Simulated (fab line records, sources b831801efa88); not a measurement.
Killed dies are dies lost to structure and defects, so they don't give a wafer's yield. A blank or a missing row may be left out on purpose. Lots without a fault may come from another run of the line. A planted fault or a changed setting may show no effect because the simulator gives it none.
fab line records | flow sky130
record lots=5 wafers=14 last_day=49
route steps=708 shown FIELD_ISO@1 PAD_OPEN@708
lots that met no fault: from a run of the same line without faults
start_h: hours from the record's first day to the start of the lot's first wafer shown | wait_h: hours since the lot's step before | " the same as in the row above | L1.1+2: a row that stands for several wafers | - no value, or no start given | * or withheld: withheld | < > ~ a bound
route shown NAME@n: a module of which the file shows steps, and the number in the route of the first | usual: mean/standard deviation of fault-free wafers | same: alike in all rows | chamber/n: place in a boat | sites: the reading at each site | _std_site: their standard deviation | _edge_site: outer sites' mean less inner sites' | radius_mm: how far each site lies from the wafer's centre | mask NAME#n: copy n | behind: the tool/chamber that last shaped the wafer | hold: why the lot was held/for how many hours/how that ended | device: the transistor (n, p or np) that didn't switch | end of line: the same wafers' tests at the end of the route | a step without rows: its recipe alone | killed: dies lost to structure and defects at the first sort, not the wafer's yield | map: a wafer's dies, x killed, . not, _ none there
set.NAME: the setting as run; set.NAME@STEP: as run at that earlier step | model.NAME: the simulator's own value behind a step, which no gauge read
lots at some steps of the route; a table a step, a row a wafer
services: from which hour (start_h, from the record's first day; less than 0 if before it) a tool's chamber was out of use, for how many hours, and why
## steps
# step SKY_FIELD_ISO_BOW_MEAS_00
# recipe mode=bow
# usual INCOMING_BOW=-1/5.5
# columns lot.wafer tool chamber start_h wait_h INCOMING_BOW[um]
L118.2 film_metro-01 - 15.02 - -9
L118.5 " - " " -3
L118.6 " - " " -4
L125.1 film_metro-02 - 50.00 - 3
L125.2 " - " " -2
L125.5 " - " " 12
L129.1 film_metro-04 - 70.00 - -9
L129.2 " - " " -3
L136.2 film_metro-02 - 105.02 - -2
L136.3 " - " " 3
L136.5 " - " " -2
L137.2 film_metro-04 - 110.02 - -6
L137.4 " - " " -5
L137.6 " - " " -7
# step SKY_FIELD_ISO_OXIDATION_01
# recipe temp_c=900 ambient=O2 stabilise_s=600 purge_s=300 target_thk_a=120 ox_time_s=1843
# step SKY_FIELD_ISO_THK_MEAS_02
# recipe reads=SiO2_of_FIELD_ISO_OXIDATION_01
# usual FIELD_ISO_OXIDATION_00_THK=12.06/0.19
# columns lot.wafer tool chamber start_h wait_h FIELD_ISO_OXIDATION_00_THK[nm]
L118.2 film_metro-04 - 16.95 0.0 11.88
L118.5 " - " " 11.87
L118.6 " - " " 11.97
L125.1 film_metro-01 - 52.12 0.0 12.16
L125.2 " - " " 12.04
L125.5 " - " " 12.14
L129.1 film_metro-02 - 71.63 0.0 12.13
L129.2 " - " " 12.18
L136.2 film_metro-02 - 106.86 0.0 11.92
L136.3 " - " " 11.80
L136.5 " - " " 11.77
L137.2 film_metro-01 - 112.25 0.0 12.27
L137.4 " - " " 12.22
L137.6 " - " " 12.09
# step SKY_FIELD_ISO_CVD_03
# recipe material=Si3N4 precursor=DCS/NH3 target_thk_nm=165 temp_c=770 time_s=2830 pressure_mtorr=250
# step SKY_FIELD_ISO_THK_MEAS_04
# recipe reads=Si3N4_of_FIELD_ISO_CVD_03
# usual FIELD_ISO_CVD_03_THK=165.2/1.4
# columns lot.wafer tool chamber start_h wait_h FIELD_ISO_CVD_03_THK[nm]
L118.2 film_metro-04 - 18.80 0.0 165.0
L118.5 " - " " 164.7
L118.6 " - " " 166.2
L125.1 film_metro-01 - 53.96 0.0 167.3
L125.2 " - " " 166.5
L125.5 " - " " 165.3
L129.1 film_metro-01 - 73.48 0.0 167.2
L129.2 " - " " 164.3
L136.2 film_metro-02 - 109.36 0.0 164.3
L136.3 " - " " 163.5
L136.5 " - " " 165.0
L137.2 film_metro-02 - 114.10 0.0 165.5
L137.4 " - " " 165.3
L137.6 " - " " 165.0
# step SKY_FIELD_ISO_DEHYDRATE_05
# recipe temp_c=200 time_s=60
# step SKY_FIELD_ISO_HMDS_06
# recipe prime_time_s=60 prime_temp_c=120
# step SKY_FIELD_ISO_COAT_07
# recipe resist=BARC temp_c=withheld time_s=withheld spin_rpm=3000 resist_thk_nm=60
# step SKY_FIELD_ISO_COAT_08
# recipe resist=KrF-thick spin_rpm=3000 resist_thk_nm=450
# columns lot.wafer tool chamber start_h wait_h model.KrF-thick_of_FIELD_ISO_COAT_08.thk_nm
L118.2 litho_track-01 0 26 - 450.1
L118.5 " 0 " " 449.6
L118.6 " 0 " " 448.7
L125.1 litho_track-01 0 61 - 451.5
L125.2 " 0 " " 452.4
L125.5 " 0 " " 450.1
L129.1 litho_track-01 0 81 - 375.3
L129.2 " 0 " " 377.1
L136.2+5 litho_track-03 0 118 - 448.6
L136.3 " 0 " " 447.7
L137.2 litho_track-04 0 123 - 449.8
L137.4 " 0 " " 449.5
L137.6 " 0 " " 450.8
# step SKY_FIELD_ISO_SOFTBAKE_09
# recipe temp_c=100 time_s=90 resist=KrF-thick
# step SKY_FIELD_ISO_EXPOSE_10
# recipe mask_id=FOM na=0.68 source_shape=annular sigma_inner=0.4 sigma_outer=0.8 target_cd_nm=150 dose_mj=28
# step SKY_FIELD_ISO_PEB_11
# recipe peb_temp_c=withheld peb_time_s=withheld resist=KrF-thick
# step SKY_FIELD_ISO_DEVELOP_12
# recipe develop_time_s=60 resist=KrF-thick dev_temp_c=21
# step SKY_FIELD_ISO_CD_MEAS_13
# recipe target_cd_nm=150
# usual cd_nm=150.4/1.3
# columns lot.wafer tool chamber start_h wait_h cd_nm
L118.2 cd_sem-02 - 33.90 - 148.7
L118.5 " - " " 150.1
L118.6 " - " " 149.9
L125.1 cd_sem-01 - 70.13 - 149.9
L125.2 " - " " 149.3
L125.5 " - " " 149.8
L129.1 cd_sem-02 - 90.73 - 147.2
L129.2 " - " " 145.7
L136.2 cd_sem-02 - 127.90 - 149.6
L136.3 " - " " 149.3
L136.5 " - " " 151.0
L137.2 cd_sem-01 - 132.40 - 151.2
L137.4 " - " " 151.3
L137.6 " - " " 150.7
# step SKY_FIELD_ISO_ETCH_14
# recipe chemistry=N2/H2 target=BARC ion_energy_ev=200 source_w=500 bias_w=100 pressure_mtorr=30 n2_flow_sccm=100 h2_flow_sccm=200 stop_on=SiO2 time_s=45.9 target_depth_a=600
# usual drypump_motor_current_A=5.8/0.41 oes_product_au=0.854/0.0045 throttle_valve_pct=13.224/0.0082
# columns lot.wafer tool chamber start_h wait_h drypump_motor_current_A oes_product_au rf_hours_counter_h throttle_valve_pct model.FIELD_ISO.cd_nm
L118.2 rie_diel-02 0 34.00 0.1 5.7 0.856 4 13.230 148.2
L118.5 " 1 " " 5.4 0.850 - 13.236 149.4
L118.6 " 2 " " 5.7 0.862 - 13.253 149.3
L125.1 rie_diel-02 3 70.25 0.1 5.3 0.849 126 13.219 149.6
L125.2 " 0 " " 5.7 0.843 5 13.218 149.1
L125.5 " 3 " " 5.3 0.856 - 13.220 149.2
L129.1 rie_diel-02 1 90.85 0.1 5.5 0.862 65 13.211 147.2
L129.2 " 2 " " 5.7 0.853 146 13.227 145.1
L136.2 rie_diel-03 2 128.00 0.1 6.0 0.852 44 13.225 149.3
L136.3 " 0 " " 6.6 0.849 9 13.209 149
L136.5 " 0 " " 6.6 0.859 - 13.233 150.3
L137.2 rie_diel-04 0 132.50 0.1 5.9 0.855 49 13.225 149.9
L137.4 " 2 " " 6.0 0.866 15 13.215 150.1
L137.6 " 3 " " 6.0 0.860 - 13.225 150.7
# step SKY_FIELD_ISO_ETCH_15
# recipe chemistry=CHF3/O2 target_depth_nm=180 stop_on=Si source_w=600 bias_w=200 pressure_mtorr=40 chf3_flow_sccm=50 O2_flow_sccm=5 time_s=72
# usual drypump_motor_current_A=5.8/0.41 oes_product_au=0.947/0.006 throttle_valve_pct=8.844/0.0091
# columns lot.wafer tool chamber start_h wait_h drypump_motor_current_A oes_product_au rf_hours_counter_h throttle_valve_pct model.KrF-thick_of_FIELD_ISO_COAT_08.thk_nm
L118.2 rie_diel-02 0 34.05 0.0 5.7 0.953 4 8.848 233.3
L118.5 " 1 " " 5.4 0.945 - 8.856 239.5
L118.6 " 2 " " 5.7 0.951 - 8.843 235.9
L125.1 rie_diel-02 3 70.30 0.0 5.3 0.950 126 8.862 240.2
L125.2 " 0 " " 5.6 0.946 5 8.839 235.6
L125.5 " 3 " " 5.3 0.952 - 8.831 239.4
L129.1 rie_diel-02 1 90.90 0.0 5.5 0.949 65 8.835 165.2
L129.2 " 2 " " 5.7 0.947 146 8.846 165.7
L136.2 rie_diel-03 2 128.05 0.0 6.0 0.938 44 8.855 231.9
L136.3 " 0 " " 6.6 0.938 9 8.838 232.8
L136.5 " 0 " " 6.6 0.938 - 8.844 235.2
L137.2 rie_diel-04 0 132.55 0.0 5.8 0.947 49 8.854 236.7
L137.4 " 2 " " 6.0 0.953 15 8.861 238.2
L137.6 " 3 " " 6.0 0.944 - 8.851 237.8
# step SKY_FIELD_ISO_STRIP_16
# recipe chemistry=O2/N2 power_w=1400 pressure_mtorr=1500 platen_temp_c=withheld o2_flow_sccm=3000 n2_flow_sccm=300 overash_fraction=0.5
# usual drypump_motor_current_A=5.6/0.51 oes_product_au=0.378/0.0045 strip_time_to_endpoint_s=3.556/0.027
# columns lot.wafer tool chamber start_h wait_h drypump_motor_current_A oes_product_au rf_hours_counter_h strip_time_to_endpoint_s
L118.2 plasma_asher-02 1 34.10 0.0 5.8 0.372 36 3.513
L118.5 " 1 " " 5.8 0.378 - 3.595
L118.6 " 0 " " 5.1 0.376 - 3.543
L125.1 plasma_asher-02 0 70.35 0.0 5.1 0.383 39 3.585
L125.2 " 1 " " 5.7 0.372 39 3.545
L125.5 " 0 " " 5.1 0.378 - 3.578
L129.1 plasma_asher-01 0 90.95 0.0 5.0 0.344 41 2.775
L129.2 " 1 " " 6.3 0.347 41 2.784
L136.2 plasma_asher-03 1 128.10 0.0 5.8 0.372 45 3.484
L136.3 " 1 " " 5.8 0.380 - 3.498
L136.5 " 1 " " 5.8 0.372 - 3.535
L137.2 plasma_asher-01 1 132.60 0.0 6.3 0.377 45 3.531
L137.4 " 1 " " 6.3 0.376 - 3.575
L137.6 " 1 " " 6.3 0.379 - 3.576
# step SKY_FIELD_ISO_ETCH_17
# recipe target_depth_a=3420 mask_material=Si3N4 chemistry=HBr/Cl2/O2 target=Si taper_deg=5 icp_w=600 bias_w=150 pressure_mtorr=15 HBr_flow_sccm=150 Cl2_flow_sccm=40 O2_flow_sccm=6 time_s=97.7
# usual drypump_motor_current_A=5.99/0.21 oes_product_au=1.000/0.0086 throttle_valve_pct=25.656/0.011
# columns lot.wafer tool chamber start_h wait_h drypump_motor_current_A oes_product_au rf_hours_counter_h throttle_valve_pct model.FIELD_ISO.cd_nm
L118.2 rie_si-02 3 34.20 0.1 5.69 1.012 136 25.649 148.8
L118.5 " 2 " " 6.17 0.998 - 25.667 148.6
L118.6 " 3 " " 5.72 1.002 - 25.641 149.3
L125.1 rie_si-01 0 70.45 0.1 5.96 0.986 97 25.658 151.2
L125.2 " 1 " " 6.28 0.992 1 25.670 149.4
L125.5 " 1 " " 6.29 0.983 - 25.662 150.7
L129.1 rie_si-02 0 91.05 0.1 6.02 1.005 4 25.641 146.7
L129.2 " 2 " " 6.15 1.001 98 25.668 145.8
L136.2 rie_si-02 1 128.20 0.1 5.83 0.992 0 25.662 150.3
L136.3 " 3 " " 5.72 1.012 136 25.655 150
L136.5 " 1 " " 5.79 1.000 - 25.668 151.1
L137.2 rie_si-01 3 132.70 0.1 5.70 0.991 54 25.662 149.4
L137.4 " 0 " " 5.97 1.011 98 25.646 149.2
L137.6 " 0 " " 5.94 1.002 - 25.668 150.8
# step SKY_FIELD_ISO_WET_ETCH_18
# recipe chemistry=H3PO4 target_depth_nm=25 temp_c=160 target=Si3N4 time_s=286
# step SKY_PAD_OPEN_PROBE_99
# usual killed_at_M0_to_M3=43/7 killed_at_M4_up=3.4/1.9 killed_at_contacts=24/5.4 killed_at_front_end=15/4.4 killed_at_other=0.4/0.63 killed_dies=86/9.1 killed_open=46/6.6 killed_short=39/6.6
# same gross_dies=492 killed_at_back_side=0
# columns lot.wafer tool chamber start_h wait_h killed_at_M0_to_M3 killed_at_M4_up killed_at_contacts killed_at_front_end killed_at_other killed_dies killed_open killed_short
L129.1 prober-01 - 1143.02 0.1 37 5 23 18 0 83 45 38
L129.2 prober-01 - 1143.07 0.1 35 5 20 17 1 78 34 44
# killed by level:class
L129.1 VIA1:geometric_particle:open=13 CONTACT:geometric_particle:open=8 POLY_GATE:geometric_particle:short=5 LOCAL_INTERCONNECT:geometric_particle:short=5 CONTACT:geometric_particle:short=5 METAL1:geometric_particle:short=5 FIELD_ISO:geometric_particle:open=4 VIA3:geometric_particle:open=4
L129.2 FIELD_ISO:geometric_particle:short=8 VIA1:geometric_particle:open=8 VIA1:geometric_particle:short=7 VIA2:geometric_particle:open=6 LI_CONTACT:geometric_particle:open=6 CONTACT:geometric_particle:open=5 LI_CONTACT:geometric_particle:short=4 METAL1:geometric_particle:short=4
## services
# columns tool chamber start_h hours kind
plasma_asher-02 - 23.45 2.3 repair
plasma_asher-03 - 24.28 2.8 pm
plasma_asher-03 - 29.20 2.8 repair
rie_si-01 3 40.18 4.4 repair
rie_diel-03 0 55.70 5.3 repair
rie_diel-04 1 65.38 5.2 repair
rie_diel-03 3 69.11 - clean
rie_diel-03 3 69.11 23.9 scheduled_down
rie_diel-03 3 69.11 23.9 vent_cycle
rie_si-02 1 80.44 - clean
rie_si-02 1 80.44 32.9 scheduled_down
rie_si-02 1 80.44 32.9 vent_cycle
litho_track-04 - 93.80 - consumable_replace:filter
rie_si-02 - 105.07 15.6 pm
plasma_asher-02 - 108.75 9.0 pm
plasma_asher-02 0 108.75 9.0 vent_cycle
plasma_asher-02 1 108.75 9.0 vent_cycle
rie_si-01 1 112.92 15.6 repair
plasma_asher-03 - 116.93 2.6 repair
plasma_asher-02 0 117.75 - clean
plasma_asher-02 1 117.75 - clean
rie_diel-02 1 121.26 2.9 repair
rie_si-02 1 132.12 7.3 repair
## key
first_sign step=SKY_FIELD_ISO_CD_MEAS_13 reading=cd_nm direction=down sigmas=3 usual=150.4 struck=146.5
effect step=SKY_FIELD_ISO_STRIP_16 reading=strip_time_to_endpoint_s direction=down sigmas=29 usual=* struck=*
model_effect step=SKY_FIELD_ISO_COAT_08 value=KrF-thick_of_FIELD_ISO_COAT_08.thk_nm without=449.7 struck=376.2
model_effect step=SKY_FIELD_ISO_ETCH_14 value=FIELD_ISO.cd_nm without=149.1 struck=146.2
model_effect step=SKY_FIELD_ISO_ETCH_15 value=KrF-thick_of_FIELD_ISO_COAT_08.thk_nm without=239 struck=165.4
model_effect step=SKY_FIELD_ISO_ETCH_17 value=FIELD_ISO.cd_nm without=149.2 struck=146.2
met_at SKY_FIELD_ISO_COAT_08
struck_wafers L129.1,L129.2
tester_left_out L129
onset_between 61 81
fault kind=process_parameter_drift tool=litho_track-01 chamber=- onset_h=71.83 steps=SKY_FIELD_ISO_COAT_08 channel=resist_thk_nm offset=-73.627 shape=step end_h=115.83 scope=struck_wafers_only acts_in=these_recipes_only stated=450
# tester_left_out: of these lots the tester's yield and bins aren't shown, on N5 and GAA mostly nor the transistor test; their killed dies are dies lost to structure and defects alone, not to doping, threshold or leakage, so they don't give the yield
